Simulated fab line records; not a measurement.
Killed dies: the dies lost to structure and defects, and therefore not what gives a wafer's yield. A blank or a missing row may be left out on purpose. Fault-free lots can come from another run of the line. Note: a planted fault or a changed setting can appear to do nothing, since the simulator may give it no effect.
The tool behind it: which one? | flow gf180mcu | 36 wafers from 12 lots sampled at 5 of the route's 602 steps

WHAT THE GAUGES READ, wafer by wafer
GF_PASSIVATION_THK_MEAS_01.
lot  | measured     | on           | PASSIVATION_CVD_00_THK (nm)
L564 | day 28 07:15 | filmMetro-01 | 984 978 986
L565 | day 28 17:19 | filmMetro-02 | 998 1014 1020
L567 | day 29 08:52 | filmMetro-02 | 985 991 988
L568 | day 29 18:27 | filmMetro-01 | 969 994 1007
L571 | day 30 12:29 | filmMetro-04 | 1001 1017 1020
L572 | day 30 22:31 | filmMetro-04 | 1018 1031 1008
L576 | day 31 22:02 | filmMetro-01 | 890 977 1008
L577 | day 32 03:27 | filmMetro-04 | 894 1008 916
L578 | day 32 14:39 | filmMetro-01 | 1004 904 916
L579 | day 32 21:15 | filmMetro-01 | 982 991 900
L583 | day 33 16:21 | filmMetro-01 | 991 995 999
L584 | day 33 22:25 | filmMetro-04 | 1017 1005 1016

GF_PASSIVATION_THK_MEAS_03.
lot  | measured     | on           | PASSIVATION_CVD_02_THK (nm)
L564 | day 28 07:36 | filmMetro-02 | 696 693 708
L565 | day 28 17:39 | filmMetro-02 | 700 700 710
L567 | day 29 09:13 | filmMetro-01 | 692 697 694
L568 | day 29 18:48 | filmMetro-01 | 694 697 709
L571 | day 30 12:50 | filmMetro-02 | 689 711 704
L572 | day 30 22:52 | filmMetro-01 | 688 695 703
L576 | day 31 22:23 | filmMetro-01 | 695 697 704
L577 | day 32 03:47 | filmMetro-04 | 693 697 705
L578 | day 32 15:00 | filmMetro-01 | 707 704 709
L579 | day 32 21:36 | filmMetro-01 | 699 694 707
L583 | day 33 16:41 | filmMetro-01 | 690 693 709
L584 | day 33 22:46 | filmMetro-04 | 705 706 703

WHAT TOOL EACH LOT RAN ON (gives the tool, then ch and the chambers of the sampled wafers, and finally the start)
lot  | GF_MIM_SPUTTER_08           | GF_TOP_METAL_SPUTTER_02     | GF_PASSIVATION_CVD_00
L564 | pvdSputter-03, day 24 16:47 | pvdSputter-04, day 27 10:26 | pecvd-04 ch 0,1, day 28 07:10
L565 | pvdSputter-04, day 25 03:25 | pvdSputter-01, day 27 20:53 | pecvd-02 ch 0,1, day 28 17:14
L567 | pvdSputter-02, day 25 21:31 | pvdSputter-01, day 28 13:17 | pecvd-04 ch 0,1,2, day 29 08:47
L568 | pvdSputter-02, day 26 05:22 | pvdSputter-02, day 28 22:25 | pecvd-02 ch 1,2, day 29 18:22
L571 | pvdSputter-02, day 27 02:44 | pvdSputter-02, day 29 16:19 | pecvd-03 ch 0,2, day 30 12:24
L572 | pvdSputter-03, day 27 14:20 | pvdSputter-04, day 30 02:55 | pecvd-03 ch 0,1, day 30 22:25
L576 | pvdSputter-04, day 28 17:26 | pvdSputter-04, day 31 03:34 | pecvd-03 ch 0,1,2, day 31 21:57
L577 | pvdSputter-04, day 28 23:04 | pvdSputter-04, day 31 09:22 | pecvd-03 ch 0,1, day 32 03:22
L578 | pvdSputter-03, day 29 12:20 | pvdSputter-01, day 31 20:52 | pecvd-03 ch 0,1, day 32 14:31
L579 | pvdSputter-02, day 29 18:20 | pvdSputter-01, day 32 04:11 | pecvd-03 ch 0,1,2, day 32 21:10
L583 | pvdSputter-04, day 30 17:22 | pvdSputter-02, day 32 23:19 | pecvd-04 ch 0,1,2, day 33 16:16
L584 | pvdSputter-02, day 31 00:08 | pvdSputter-02, day 33 06:13 | pecvd-02 ch 0,1,2, day 33 22:20
- GF_MIM_SPUTTER_08: material AlCu, target thk 200 nm, time 10.6 s.
- GF_TOP_METAL_SPUTTER_02: material AlCu, target thk 900 nm, time 47.82 s.
- GF_PASSIVATION_CVD_00: deposits SiO2 from TEOS, target thk 1000 nm, time 111.95 s.

WHAT THE TOOLS THEMSELVES READ (means of the sampled wafers that have a number; where no wafer has one, the mark that the record gives instead)
GF_MIM_SPUTTER_08.
lot  | tool          | throttleValvePct (%)
L564 | pvdSputter-03 | 30.1
L565 | pvdSputter-04 | 29.5
L567 | pvdSputter-02 | 30.3
L568 | pvdSputter-02 | 29.9
L571 | pvdSputter-02 | 29.2
L572 | pvdSputter-03 | 30.3
L576 | pvdSputter-04 | 28.8
L577 | pvdSputter-04 | 30.3
L578 | pvdSputter-03 | 29.6
L579 | pvdSputter-02 | 29.4
L583 | pvdSputter-04 | 29.1
L584 | pvdSputter-02 | 29.6

GF_TOP_METAL_SPUTTER_02.
lot  | tool          | throttleValvePct (%)
L564 | pvdSputter-04 | 28.9
L565 | pvdSputter-01 | 30.3
L567 | pvdSputter-01 | 29.9
L568 | pvdSputter-02 | 29.3
L571 | pvdSputter-02 | 30.5
L572 | pvdSputter-04 | 28.8
L576 | pvdSputter-04 | 29.3
L577 | pvdSputter-04 | 28.7
L578 | pvdSputter-01 | 30.2
L579 | pvdSputter-01 | 30.3
L583 | pvdSputter-02 | 30.1
L584 | pvdSputter-02 | 30.4

GF_PASSIVATION_CVD_00.
lot  | tool     | heaterPowerW (W) | susceptorTempC (C)
L564 | pecvd-04 | 645              | 400.02
L565 | pecvd-02 | 638              | 399.95
L567 | pecvd-04 | 654              | 400.02
L568 | pecvd-02 | 714              | 399.98
L571 | pecvd-03 | 645              | 400.12
L572 | pecvd-03 | 540              | 399.92
L576 | pecvd-03 | 634              | 399.87
L577 | pecvd-03 | 547              | 399.84
L578 | pecvd-03 | 546              | 399.90
L579 | pecvd-03 | 569              | 399.84
L583 | pecvd-04 | 664              | 400.05
L584 | pecvd-02 | 750              | 400.01

THE ANSWER, worked out from the rows above alone
Rule: the lots themselves supply what counts as usual. Put in order of their means at a reading, lots are off if they are a third of the lots or fewer, leave a main group of 4 or more, and stand apart from it by a gap of 3 or more times the standard deviation of the main group's means; of several such gaps the widest counts. Not used: any main group whose means are identical at the precision the tables above print for the reading. A lot without any number at a reading at which 4 lots or more have one is off too. Any other lot the step has rows for is counted as sound. Order of review: gauges by route order, followed by the tools' own readings, for which a lot's mean as printed above is used. The first step at which some lot is off is used, and at that step the reading that is off furthest; a lot without a number counts as furthest.
No lot is off at any reading shown: from this, nothing can be told.

WHAT THE SIMULATOR HAD PUT IN
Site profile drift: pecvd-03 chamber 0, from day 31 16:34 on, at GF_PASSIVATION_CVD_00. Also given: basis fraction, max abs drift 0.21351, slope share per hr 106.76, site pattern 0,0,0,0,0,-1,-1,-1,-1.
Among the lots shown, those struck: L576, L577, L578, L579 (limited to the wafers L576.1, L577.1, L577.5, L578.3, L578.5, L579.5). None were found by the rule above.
